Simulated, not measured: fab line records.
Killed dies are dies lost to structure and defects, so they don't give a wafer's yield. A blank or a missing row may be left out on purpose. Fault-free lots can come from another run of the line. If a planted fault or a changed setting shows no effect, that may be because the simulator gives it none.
Which tool did it? + flow sky130 + Sampling: 24 lots, 72 wafers, 6 of 708 route steps

WHAT THE GAUGES READ, wafer by wafer
SKY_METAL3_OVL_MEAS_14.
| lot  | measured     | on         | METAL3_OVL (nm) |
|------|--------------|------------|-----------------|
| L074 | day 38 04:25 | overlay-01 | -1 -1 3         |
| L075 | day 38 13:17 | overlay-02 | -12 -8 -4       |
| L076 | day 38 20:29 | overlay-02 | 1 6 6           |
| L077 | day 39 03:16 | overlay-02 | 6 -4 -3         |
| L078 | day 39 09:16 | overlay-02 | -3 7 2          |
| L079 | day 41 02:50 | overlay-02 | 10 13 18        |
| L080 | day 41 03:41 | overlay-02 | -3 -3 -3        |
| L081 | day 41 03:59 | overlay-02 | 2 3 7           |
| L082 | day 41 05:48 | overlay-01 | 2 -2 -2         |
| L084 | day 41 08:20 | overlay-02 | 3 5 -7          |
| L083 | day 41 13:41 | overlay-01 | 5 8 5           |
| L086 | day 42 00:53 | overlay-02 | 6 7 12          |
| L085 | day 42 06:40 | overlay-02 | 11 11 9         |
| L087 | day 42 07:29 | overlay-02 | 0 7 6           |
| L088 | day 43 00:26 | overlay-01 | 8 -1 2          |
| L089 | day 43 14:52 | overlay-02 | 7 2 10          |
| L092 | day 44 06:56 | overlay-02 | 8 1 4           |
| L091 | day 44 07:59 | overlay-01 | 12 13 8         |
| L090 | day 44 08:21 | overlay-02 | 1 13 0          |
| L093 | day 44 14:44 | overlay-02 | 5 9 2           |
| L094 | day 44 17:51 | overlay-01 | 12 7 12         |
| L095 | day 45 04:58 | overlay-01 | 3 5 2           |
| L096 | day 45 05:44 | overlay-02 | 8 3 4           |
| L097 | day 45 20:43 | overlay-02 | -1 2 0          |

SKY_VIA4_BOW_MEAS_03.
| lot  | measured     | on           | VIA4_BOW (um) |
|------|--------------|--------------|---------------|
| L074 | day 41 10:48 | filmMetro-01 | 77 70 74      |
| L075 | day 41 17:13 | filmMetro-04 | 68 87 77      |
| L076 | day 42 06:41 | filmMetro-03 | 86 81 78      |
| L077 | day 42 11:11 | filmMetro-04 | 85 80 85      |
| L078 | day 42 14:37 | filmMetro-01 | 88 79 78      |
| L079 | day 44 07:04 | filmMetro-03 | 72 90 91      |
| L080 | day 44 08:06 | filmMetro-01 | 79 69 70      |
| L081 | day 44 08:02 | filmMetro-04 | 75 82 89      |
| L082 | day 44 09:43 | filmMetro-01 | 86 75 88      |
| L084 | day 44 10:18 | filmMetro-01 | 73 87 83      |
| L083 | day 44 13:58 | filmMetro-03 | 77 90 83      |
| L086 | day 45 02:12 | filmMetro-03 | 83 95 92      |
| L085 | day 45 08:22 | filmMetro-01 | 78 71 71      |
| L087 | day 45 09:34 | filmMetro-03 | 84 80 86      |
| L088 | day 45 23:47 | filmMetro-04 | 78 76 82      |
| L089 | day 46 12:48 | filmMetro-01 | 71 68 77      |
| L092 | day 47 02:46 | filmMetro-03 | 77 73 69      |
| L091 | day 47 04:29 | filmMetro-04 | 71 84 73      |
| L090 | day 47 05:09 | filmMetro-03 | 85 75 91      |
| L093 | day 47 10:26 | filmMetro-04 | 83 79 82      |
| L094 | day 47 11:26 | filmMetro-01 | 74 76 62      |
| L095 | day 47 23:29 | filmMetro-04 | 80 79 79      |
| L096 | day 48 01:32 | filmMetro-04 | 77 68 79      |
| L097 | day 48 12:53 | filmMetro-04 | 83 71 77      |

WHAT TOOL EACH LOT RAN ON (gives the tool, then ch and the chambers of the sampled wafers, and finally the start)
| lot  | SKY_LOCAL_INTERCONNECT_SPUTTER_00 | SKY_CONTACT_CVD_00              | SKY_METAL2_SPUTTER_00       | SKY_VIA2_SPUTTER_20         |
|------|-----------------------------------|---------------------------------|-----------------------------|-----------------------------|
| L074 | pvdSputter-04, day 28 23:14       | pecvd-03 ch 0,1, day 30 02:49   | pvdSputter-02, day 33 16:07 | pvdSputter-03, day 35 23:34 |
| L075 | pvdSputter-01, day 29 08:20       | pecvd-02 ch 1,2, day 30 13:14   | pvdSputter-01, day 34 03:59 | pvdSputter-03, day 36 09:37 |
| L076 | pvdSputter-01, day 29 15:53       | pecvd-01 ch 1,2, day 30 20:18   | pvdSputter-02, day 34 10:01 | pvdSputter-04, day 36 15:52 |
| L077 | pvdSputter-04, day 29 21:24       | pecvd-02 ch 0,1,2, day 31 01:55 | pvdSputter-02, day 34 16:30 | pvdSputter-03, day 36 22:49 |
| L078 | pvdSputter-01, day 30 06:04       | pecvd-03 ch 1,2, day 31 10:34   | pvdSputter-01, day 34 22:51 | pvdSputter-04, day 37 05:53 |
| L079 | pvdSputter-02, day 32 02:14       | pecvd-02 ch 0,1,2, day 33 05:22 | pvdSputter-01, day 36 18:38 | pvdSputter-03, day 39 00:11 |
| L080 | pvdSputter-01, day 32 03:56       | pecvd-03 ch 0,1,2, day 33 07:25 | pvdSputter-02, day 36 19:17 | pvdSputter-02, day 39 01:04 |
| L081 | pvdSputter-04, day 32 04:17       | pecvd-02 ch 0,2, day 33 08:43   | pvdSputter-01, day 36 20:24 | pvdSputter-02, day 39 01:35 |
| L082 | pvdSputter-02, day 32 06:53       | pecvd-03 ch 0,2, day 33 10:50   | pvdSputter-04, day 36 22:47 | pvdSputter-02, day 39 04:14 |
| L084 | pvdSputter-01, day 32 10:38       | pecvd-03 ch 0,1,2, day 33 14:29 | pvdSputter-04, day 37 00:56 | pvdSputter-04, day 39 06:04 |
| L083 | pvdSputter-02, day 32 13:22       | pecvd-02 ch 1,2, day 33 17:41   | pvdSputter-02, day 37 06:08 | pvdSputter-04, day 39 11:12 |
| L086 | pvdSputter-01, day 33 03:41       | pecvd-02 ch 0,1,2, day 34 07:08 | pvdSputter-04, day 37 18:05 | pvdSputter-04, day 39 22:58 |
| L085 | pvdSputter-04, day 33 09:43       | pecvd-03 ch 0,1,2, day 34 13:22 | pvdSputter-02, day 38 00:45 | pvdSputter-03, day 40 05:27 |
| L087 | pvdSputter-04, day 33 13:17       | pecvd-01 ch 1,2, day 34 16:40   | pvdSputter-04, day 38 02:46 | pvdSputter-02, day 40 06:08 |
| L088 | pvdSputter-02, day 34 05:52       | pecvd-03 ch 0,1, day 35 09:10   | pvdSputter-04, day 38 19:13 | pvdSputter-03, day 40 23:52 |
| L089 | pvdSputter-04, day 35 05:29       | pecvd-01 ch 1,2, day 36 08:23   | pvdSputter-02, day 39 17:05 | pvdSputter-02, day 41 18:25 |
| L092 | pvdSputter-02, day 35 17:34       | pecvd-01 ch 1,2, day 36 20:01   | pvdSputter-02, day 40 04:34 | pvdSputter-03, day 42 06:44 |
| L091 | pvdSputter-01, day 35 17:44       | pecvd-03 ch 0,2, day 36 20:21   | pvdSputter-02, day 40 05:13 | pvdSputter-03, day 42 07:31 |
| L090 | pvdSputter-02, day 35 18:25       | pecvd-01 ch 0,1, day 36 20:53   | pvdSputter-01, day 40 05:35 | pvdSputter-03, day 42 08:05 |
| L093 | pvdSputter-01, day 36 05:16       | pecvd-01 ch 0,1, day 37 07:33   | pvdSputter-04, day 40 16:50 | pvdSputter-03, day 42 16:01 |
| L094 | pvdSputter-04, day 36 09:53       | pecvd-02 ch 0,1, day 37 12:50   | pvdSputter-02, day 40 20:10 | pvdSputter-03, day 42 20:25 |
| L095 | pvdSputter-04, day 36 18:07       | pecvd-03 ch 0,1, day 37 20:59   | pvdSputter-04, day 41 05:01 | pvdSputter-03, day 43 07:16 |
| L096 | pvdSputter-04, day 36 18:50       | pecvd-01 ch 0,1,2, day 37 21:34 | pvdSputter-02, day 41 05:29 | pvdSputter-04, day 43 07:35 |
| L097 | pvdSputter-04, day 37 15:02       | pecvd-02 ch 0,1,2, day 38 17:57 | pvdSputter-04, day 42 00:41 | pvdSputter-03, day 44 00:37 |
- SKY_LOCAL_INTERCONNECT_SPUTTER_00: material TiN, target thk 100 nm, time 83.3 s.
- SKY_CONTACT_CVD_00: deposits Si3N4, target thk 75 nm.
- SKY_METAL2_SPUTTER_00: material Ti, target thk 15 nm, time 10 s.
- SKY_VIA2_SPUTTER_20: material TiN, target thk 20 nm, time 80 s.

AS READ BY THE TOOLS THEMSELVES (means over the sampled wafers that have a number; for cases with no such wafer, the mark the record gives instead)
SKY_LOCAL_INTERCONNECT_SPUTTER_00.
| lot  | tool          | throttleValvePct (%) |
|------|---------------|----------------------|
| L074 | pvdSputter-04 | 30.2                 |
| L075 | pvdSputter-01 | 29.5                 |
| L076 | pvdSputter-01 | 29.3                 |
| L077 | pvdSputter-04 | 29.2                 |
| L078 | pvdSputter-01 | 29.6                 |
| L079 | pvdSputter-02 | 29.5                 |
| L080 | pvdSputter-01 | 29.9                 |
| L081 | pvdSputter-04 | 30.4                 |
| L082 | pvdSputter-02 | 29.7                 |
| L084 | pvdSputter-01 | 29.5                 |
| L083 | pvdSputter-02 | 29.7                 |
| L086 | pvdSputter-01 | 29.4                 |
| L085 | pvdSputter-04 | 30.4                 |
| L087 | pvdSputter-04 | 30.2                 |
| L088 | pvdSputter-02 | 29.5                 |
| L089 | pvdSputter-04 | 30.4                 |
| L092 | pvdSputter-02 | 29.6                 |
| L091 | pvdSputter-01 | 30.4                 |
| L090 | pvdSputter-02 | 29.4                 |
| L093 | pvdSputter-01 | 29.8                 |
| L094 | pvdSputter-04 | 29.2                 |
| L095 | pvdSputter-04 | 29.3                 |
| L096 | pvdSputter-04 | 30.2                 |
| L097 | pvdSputter-04 | 30.2                 |

SKY_CONTACT_CVD_00.
| lot  | tool     | heaterPowerW (W) |
|------|----------|------------------|
| L074 | pecvd-03 | 652              |
| L075 | pecvd-02 | 770              |
| L076 | pecvd-01 | 703              |
| L077 | pecvd-02 | 773              |
| L078 | pecvd-03 | 734              |
| L079 | pecvd-02 | 751              |
| L080 | pecvd-03 | 666              |
| L081 | pecvd-02 | 675              |
| L082 | pecvd-03 | 736              |
| L084 | pecvd-03 | 682              |
| L083 | pecvd-02 | 763              |
| L086 | pecvd-02 | 771              |
| L085 | pecvd-03 | 710              |
| L087 | pecvd-01 | 662              |
| L088 | pecvd-03 | 725              |
| L089 | pecvd-01 | 688              |
| L092 | pecvd-01 | 660              |
| L091 | pecvd-03 | 790              |
| L090 | pecvd-01 | 673              |
| L093 | pecvd-01 | 669              |
| L094 | pecvd-02 | 694              |
| L095 | pecvd-03 | 718              |
| L096 | pecvd-01 | 686              |
| L097 | pecvd-02 | 758              |

SKY_METAL2_SPUTTER_00.
| lot  | tool          | throttleValvePct (%) |
|------|---------------|----------------------|
| L074 | pvdSputter-02 | 29.2                 |
| L075 | pvdSputter-01 | 29.7                 |
| L076 | pvdSputter-02 | 29.5                 |
| L077 | pvdSputter-02 | 29.4                 |
| L078 | pvdSputter-01 | 30.0                 |
| L079 | pvdSputter-01 | 29.7                 |
| L080 | pvdSputter-02 | 29.4                 |
| L081 | pvdSputter-01 | 29.9                 |
| L082 | pvdSputter-04 | 30.2                 |
| L084 | pvdSputter-04 | 29.4                 |
| L083 | pvdSputter-02 | 29.3                 |
| L086 | pvdSputter-04 | 30.5                 |
| L085 | pvdSputter-02 | 29.9                 |
| L087 | pvdSputter-04 | 30.4                 |
| L088 | pvdSputter-04 | 30.5                 |
| L089 | pvdSputter-02 | 29.9                 |
| L092 | pvdSputter-02 | 29.5                 |
| L091 | pvdSputter-02 | 29.3                 |
| L090 | pvdSputter-01 | 30.2                 |
| L093 | pvdSputter-04 | 29.2                 |
| L094 | pvdSputter-02 | 29.2                 |
| L095 | pvdSputter-04 | 29.3                 |
| L096 | pvdSputter-02 | 29.4                 |
| L097 | pvdSputter-04 | 30.2                 |

SKY_VIA2_SPUTTER_20.
| lot  | tool          | throttleValvePct (%) |
|------|---------------|----------------------|
| L074 | pvdSputter-03 | 30.5                 |
| L075 | pvdSputter-03 | 30.5                 |
| L076 | pvdSputter-04 | 30.0                 |
| L077 | pvdSputter-03 | 28.7                 |
| L078 | pvdSputter-04 | 29.4                 |
| L079 | pvdSputter-03 | 30.3                 |
| L080 | pvdSputter-02 | 29.5                 |
| L081 | pvdSputter-02 | 29.3                 |
| L082 | pvdSputter-02 | 29.3                 |
| L084 | pvdSputter-04 | 29.3                 |
| L083 | pvdSputter-04 | 30.5                 |
| L086 | pvdSputter-04 | 30.3                 |
| L085 | pvdSputter-03 | 30.0                 |
| L087 | pvdSputter-02 | 29.8                 |
| L088 | pvdSputter-03 | 31.2                 |
| L089 | pvdSputter-02 | 29.3                 |
| L092 | pvdSputter-03 | 29.7                 |
| L091 | pvdSputter-03 | 29.6                 |
| L090 | pvdSputter-03 | 29.4                 |
| L093 | pvdSputter-03 | 29.8                 |
| L094 | pvdSputter-03 | 28.3                 |
| L095 | pvdSputter-03 | 29.2                 |
| L096 | pvdSputter-04 | 30.0                 |
| L097 | pvdSputter-03 | 29.7                 |

THE ANSWER, worked out from the rows above alone
Rule: what is usual is taken from the lots themselves. The widest of any qualifying gaps counts: lots, ordered by their means at a reading, are off when they make up no more than a third of the lots, leave a main group of 4 or more, and stand apart from it by 3 or more times the standard deviation of that group's means. A main group is skipped when, at the precision printed for the reading in the tables above, its means are all equal. Also off: a lot with no number at a reading for which 4 or more lots have one. Where the step has rows for the other lots, those lots are counted as sound. First the gauges in route order, then the tools' own readings, where a lot's mean is used as printed above. The first step at which some lot is off is used, and at that step the reading that is off furthest; a lot without a number counts as furthest.
No lot is off at any reading shown: from this, nothing can be told.

WHAT WAS PUT IN BY THE SIMULATOR
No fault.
